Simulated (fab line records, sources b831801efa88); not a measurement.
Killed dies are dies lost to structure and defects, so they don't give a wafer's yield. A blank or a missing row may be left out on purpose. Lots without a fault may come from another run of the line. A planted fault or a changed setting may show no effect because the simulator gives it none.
A struck lot beside a sound one | flow sky130 | 32 steps out of a route of 708
Sound: wafers L677.4, L677.5, L677.6. Struck: wafers L666.1, L666.3, L666.6. The cause comes at the end.
At each step with rows: each side's tool, then ch and its chambers, then its first start. Under that, the readings that differ: sound wafers | struck wafers | difference of the means | sigmas: that difference in standard deviations of wafers without a fault.
alike: readings whose means differ by less than 2 such deviations, and words and numbers that are the same on both sides. not compared: withheld readings, readings that some wafer has no value for, bounds like >300 that may hide the same value, and numbers for which the record gives no deviation and whose values overlap.
The two part at a step that has a row with sigmas, a row that says differs or no value, or rows on one side only. Numbers that don't overlap but have no deviation are shown without sigmas and don't part them. A reading that every wafer of one side lacks parts them only if that side has two wafers or more.

SKY_PWDE_OVL_MEAS_07:
  sound on overlay-01, day 8 08:20; struck on overlay-02, day 5 18:14
  alike: PWDE_OVL
then, 1 step without rows for these wafers: SKY_PWDE_IMPLANT_08.
SKY_PWDE_STRIP_09: strips in O2/N2.
  sound on plasma_asher-04 ch 0,1, day 8 08:39; struck on plasma_asher-02 ch 1, day 5 18:25
  alike: drypump_motor_current_A, oes_product_au, strip_time_to_endpoint_s
  not compared: rf_hours_counter_h
SKY_PWDE_TW_MEAS_10:
  sound on film_metro-03, day 8 08:45; struck on film_metro-02, day 5 18:31
  alike: PWDE_TW
then, 7 steps without rows for these wafers: SKY_NWELL_DEHYDRATE_03 (time 60 s); SKY_NWELL_HMDS_04 (prime time 60 s); SKY_NWELL_COAT_05 (resist thk 3000 nm); SKY_NWELL_SOFTBAKE_06; SKY_NWELL_EXPOSE_07 (exposes mask NWM, target cd 840 nm); SKY_NWELL_PEB_08; SKY_NWELL_DEVELOP_09 (develop time 60 s).
SKY_NWELL_OVL_MEAS_10:
  sound on overlay-02, day 9 05:53; struck on overlay-01, day 6 17:11
  alike: NWELL_00_OVL
SKY_NWELL_IMPLANT_11:
  sound on implanter-02 ch 0, day 9 05:59; struck on implanter-02 ch 0, day 6 17:32
then, 2 steps without rows for these wafers: SKY_NWELL_IMPLANT_12; SKY_NWELL_IMPLANT_13.
SKY_NWELL_STRIP_14: strips in O2/N2.
  sound on plasma_asher-04 ch 0,1, day 9 06:23; struck on plasma_asher-04 ch 0,1, day 6 18:48
  alike: drypump_motor_current_A, oes_product_au, strip_time_to_endpoint_s
  not compared: rf_hours_counter_h
SKY_NWELL_TW_MEAS_15:
  sound on film_metro-04, day 9 06:29; struck on film_metro-02, day 6 18:54
  reading  | sound          | struck         | difference | sigmas
  NWELL_TW | 1824 1824 1823 | 2259 2240 2264 | +431       | +39
then, 7 steps without rows for these wafers: SKY_NWELL_DEHYDRATE_16 (time 60 s); SKY_NWELL_HMDS_17 (prime time 60 s); SKY_NWELL_COAT_18 (resist thk 3000 nm); SKY_NWELL_SOFTBAKE_19; SKY_NWELL_EXPOSE_20 (exposes mask NWM COMPLEMENT, target cd 840 nm); SKY_NWELL_PEB_21; SKY_NWELL_DEVELOP_22 (develop time 60 s).
SKY_NWELL_OVL_MEAS_23:
  sound on overlay-02, day 10 04:23; struck on overlay-01, day 7 12:17
  alike: NWELL_01_OVL
then, 1 step without rows for these wafers: SKY_NWELL_IMPLANT_24.
SKY_NWELL_STRIP_25: strips in O2/N2.
  sound on plasma_asher-04 ch 0,1, day 10 04:35; struck on plasma_asher-01 ch 0,1, day 7 12:28
  reading                     | sound       | struck      | difference | sigmas
  drypump_motor_current_A (A) | 6.0 6.1 6.0 | 5.2 5.2 5.3 | -0.8       | -2
  alike: oes_product_au, strip_time_to_endpoint_s
  not compared: rf_hours_counter_h
SKY_NWELL_TW_MEAS_26:
  sound on film_metro-04, day 10 04:41; struck on film_metro-03, day 7 12:34
  alike: NWELL_2_TW
then, 1 step without rows for these wafers: SKY_NWELL_CLEAN_27 (cleans in SC1/SC2, time 150 s).
SKY_NWELL_RTA_28: time 30 s.
  sound on rtp_anneal-02 ch 0, day 10 04:49; struck on rtp_anneal-01 ch 0, day 7 12:41
  alike: lamp_power_pct, wafer_temp_C_max
SKY_NWELL_RS_MEAS_29: measures by four-point-probe.
  sound on film_metro-03, day 10 04:56; struck on film_metro-02, day 7 12:47
  reading           | sound             | struck            | difference | sigmas
  NWELL_RS (ohm/sq) | 625.5 625.0 623.9 | 431.3 432.5 429.3 | -193.8     | -99 or more
-- the record jumps here: 41 days lie between the struck wafers' starts before and after (it left off in module NWELL and takes up again in module PAD_OPEN, whose first step shown is number 708 of the route) --
SKY_PAD_OPEN_PROBE_99:
  sound on prober-01, day 50 11:18; struck on prober-01, day 48 08:27
  reading                                 | sound                         | struck                        | difference | sigmas
  model.etest.nfet_16v.r_on_ohm_um        | 1.438e+04 1.437e+04 1.428e+04 | 1.18e+04 1.19e+04 1.185e+04   | -2.49e+03  |
  model.etest.pfet_16v.r_on_ohm_um        | 1.52e+04 1.565e+04 1.528e+04  | 1.717e+04 1.664e+04 1.763e+04 | +1.770e+03 |
  model.etest.res_nwell.line_ohm_um       | 1085 1109 1083                | 662 654.2 668.6               | -431       |
  model.etest.res_nwell.rs_ohm_sq         | 930.8 952.2 939.3             | 602.9 593.2 614.4             | -337.3     |
  model.etest.pfet_g5v0d10v5.r_on_ohm_um  | 4778 4802 4832                | 4960 4846 4926                | +107       |
  model.etest.tip_p_5v.rs_ohm_sq          | 2859 2865 2859                | 2968 2984 3006                | +125       |
  model.etest.res_nwell.width_nm (nm)     | 852.3 854.5 849.9             | 917.5 911.3 925               | +65.7      |
  model.etest.res_iso_pwell.width_nm (nm) | 2638 2635 2630                | 2573 2565 2544                | -74        |
  alike: killed_at_M0_to_M3, killed_at_M4_up, killed_at_contacts, killed_at_front_end, killed_at_other, killed_dies, killed_open, killed_short

WHERE THEY PART
First at SKY_NWELL_TW_MEAS_15; last, within this record, at SKY_NWELL_RS_MEAS_29. Later steps at which nothing parts them and some readings are alike: SKY_PAD_OPEN_PROBE_99.

WHY: what the simulator had put in
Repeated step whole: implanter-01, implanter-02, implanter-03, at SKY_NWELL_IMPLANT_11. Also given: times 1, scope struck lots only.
